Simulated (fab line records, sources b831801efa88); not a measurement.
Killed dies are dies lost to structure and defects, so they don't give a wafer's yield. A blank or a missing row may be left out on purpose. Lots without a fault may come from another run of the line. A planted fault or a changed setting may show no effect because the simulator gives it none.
Which tool did it? | flow gf180mcu | 15 lots, 45 wafers sampled, at 4 steps of a route of 602

WHAT THE GAUGES READ, wafer by wafer
GF_HV_LDD_TW_MEAS_50. Usual: HV_LDD_4_TW 575, standard deviation 5.1.
lot  | measured     | on            | HV_LDD_4_TW | flag
L127 | day 12 04:27 | film_metro-01 | 571 570 570 |
L128 | day 12 16:08 | film_metro-01 | 572 572 572 |
L130 | day 13 02:06 | film_metro-03 | 576 576 576 |
L132 | day 13 19:37 | film_metro-01 | 572 570 572 |
L133 | day 14 16:31 | film_metro-02 | 577 570 575 |
L135 | day 15 01:16 | film_metro-01 | 568 571 570 |
L136 | day 15 07:09 | film_metro-03 | 577 579 577 |
L138 | day 16 00:27 | film_metro-01 | 570 568 568 |
L139 | day 16 05:58 | film_metro-01 | 30 30 30    | OFF
L140 | day 16 14:37 | film_metro-03 | 30 31 31    | OFF
L141 | day 16 22:37 | film_metro-02 | 31 31 30    | OFF
L147 | day 19 07:10 | film_metro-01 | 569 571 568 |
L148 | day 19 14:15 | film_metro-03 | 573 575 575 |
L149 | day 19 22:52 | film_metro-03 | 574 576 571 |
L150 | day 20 03:25 | film_metro-03 | 578 574 575 |

GF_V3_CD_MEAS_14: target cd 260 nm. Usual: cd_nm 260.0 nm, standard deviation 1.2.
lot  | measured     | on        | cd_nm (nm)        | flag
L127 | day 22 02:16 | cd_sem-02 | 258.2 259.0 257.8 |
L128 | day 22 16:32 | cd_sem-02 | 261.4 260.1 262.3 |
L130 | day 23 03:43 | cd_sem-02 | 261.5 262.3 261.1 |
L132 | day 23 23:28 | cd_sem-01 | 258.9 260.5 259.4 |
L133 | day 24 21:53 | cd_sem-02 | 259.0 258.3 259.3 |
L135 | day 25 04:34 | cd_sem-01 | 259.8 260.6 260.6 |
L136 | day 25 09:40 | cd_sem-02 | 260.4 261.2 260.6 |
L138 | day 26 05:25 | cd_sem-02 | 260.5 260.1 259.4 |
L147 | day 29 00:27 | cd_sem-02 | 260.6 260.5 260.8 |
L148 | day 29 08:17 | cd_sem-02 | 258.2 259.2 258.2 |
L149 | day 29 16:10 | cd_sem-02 | 259.3 259.4 260.1 |
L150 | day 29 18:48 | cd_sem-01 | 260.3 259.5 259.7 |

WHICH TOOL RAN EACH LOT (tool, then ch and the chambers of the sampled wafers, then the start)
lot  | GF_HV_LDD_IMPLANT_48            | GF_M2_SPUTTER_01
L127 | implanter-03 ch 0, day 12 04:12 | pvd_sputter-03, day 17 21:02
L128 | implanter-03 ch 0, day 12 15:55 | pvd_sputter-02, day 18 13:17
L130 | implanter-02 ch 0, day 13 01:51 | pvd_sputter-02, day 18 23:17
L132 | implanter-02 ch 0, day 13 19:23 | pvd_sputter-02, day 19 21:46
L133 | implanter-01 ch 0, day 14 16:17 | pvd_sputter-02, day 20 21:31
L135 | implanter-03 ch 0, day 15 01:02 | pvd_sputter-04, day 21 05:48
L136 | implanter-03 ch 0, day 15 06:54 | pvd_sputter-04, day 21 11:30
L138 | implanter-03 ch 0, day 16 00:12 | pvd_sputter-02, day 22 07:49
L139 | implanter-03, day 16 05:43      | -
L140 | implanter-03, day 16 14:22      | -
L141 | implanter-03, day 16 22:24      | -
L147 | implanter-01 ch 0, day 19 06:57 | pvd_sputter-02, day 25 11:04
L148 | implanter-03 ch 0, day 19 14:00 | pvd_sputter-04, day 25 18:08
L149 | implanter-01 ch 0, day 19 22:37 | pvd_sputter-02, day 26 02:04
L150 | implanter-01 ch 0, day 20 03:12 | pvd_sputter-03, day 26 06:04
- GF_HV_LDD_IMPLANT_48
- GF_M2_SPUTTER_01: material TiN, target thk 30 nm, time 25 s.

WHAT THE TOOLS THEMSELVES READ (means of the sampled wafers that have a number; where no wafer has one, the mark that the record gives instead)
GF_HV_LDD_IMPLANT_48. Usual: beam_energy_keV 25.001, standard deviation 0.0076; beam_on_s 10.01 s, standard deviation 0.21; faraday_current_uA 169, standard deviation 3.6; tilt_deg 7.004 degrees, standard deviation 0.02.
lot  | tool         | beam_energy_keV | beam_on_s (s) | faraday_current_uA | tilt_deg (degrees) | flag
L127 | implanter-03 | 24.986          | 10.00         | 169                | 6.994              |
L128 | implanter-03 | 24.998          | 9.88          | 171                | 6.991              |
L130 | implanter-02 | 25.008          | 9.99          | 169                | 7.017              |
L132 | implanter-02 | 24.994          | 10.00         | 170                | 6.989              |
L133 | implanter-01 | 24.999          | 10.09         | 168                | 7.015              |
L135 | implanter-03 | 25.000          | 9.80          | 172                | 6.989              |
L136 | implanter-03 | 25.000          | 10.00         | 170                | 6.991              |
L138 | implanter-03 | 24.997          | 10.15         | 167                | 6.990              |
L139 | implanter-03 | -               | -             | -                  | -                  | OFF
L140 | implanter-03 | -               | -             | -                  | -                  | OFF
L141 | implanter-03 | -               | -             | -                  | -                  | OFF
L147 | implanter-01 | 25.004          | 10.07         | 168                | 6.992              |
L148 | implanter-03 | 24.998          | 10.04         | 168                | 7.017              |
L149 | implanter-01 | 24.997          | 9.99          | 170                | 6.991              |
L150 | implanter-01 | 24.998          | 9.93          | 171                | 6.991              |

GF_M2_SPUTTER_01. Usual: throttle_valve_pct 30.1 %, standard deviation 0.83.
lot  | tool           | throttle_valve_pct (%) | flag
L127 | pvd_sputter-03 | 29.3                   |
L128 | pvd_sputter-02 | 30.4                   |
L130 | pvd_sputter-02 | 30.6                   |
L132 | pvd_sputter-02 | 31.0                   |
L133 | pvd_sputter-02 | 31.0                   |
L135 | pvd_sputter-04 | 30.1                   |
L136 | pvd_sputter-04 | 30.0                   |
L138 | pvd_sputter-02 | 30.6                   |
L147 | pvd_sputter-02 | 30.9                   |
L148 | pvd_sputter-04 | 29.5                   |
L149 | pvd_sputter-02 | 30.3                   |
L150 | pvd_sputter-03 | 28.8                   |

THE ANSWER, worked out from the rows above alone
Rule: a lot is off if the mean of its wafers that have a number lies more than 3 standard deviations from the usual mean. A lot without any number at a reading at which 4 lots or more have one is off too. The other lots that the step has rows for count as sound. The gauges are gone through in route order, then the tools' own readings, and for those a lot's mean is taken as printed above. The first step at which some lot is off is used, and at that step the reading that is off furthest; a lot without a number counts as furthest.
Off: L139, L140, L141, at GF_HV_LDD_TW_MEAS_50 (HV_LDD_4_TW).
A tool fits if, at a process step before that reading, it ran every lot that is off, and no sound lot after the first of them. The gauges at GF_HV_LDD_TW_MEAS_50 aren't tried: what is off there is off at GF_HV_LDD_IMPLANT_48 too, on other tools, and a gauge's error can't cause that. None of those tried fits.

WHAT THE SIMULATOR HAD PUT IN
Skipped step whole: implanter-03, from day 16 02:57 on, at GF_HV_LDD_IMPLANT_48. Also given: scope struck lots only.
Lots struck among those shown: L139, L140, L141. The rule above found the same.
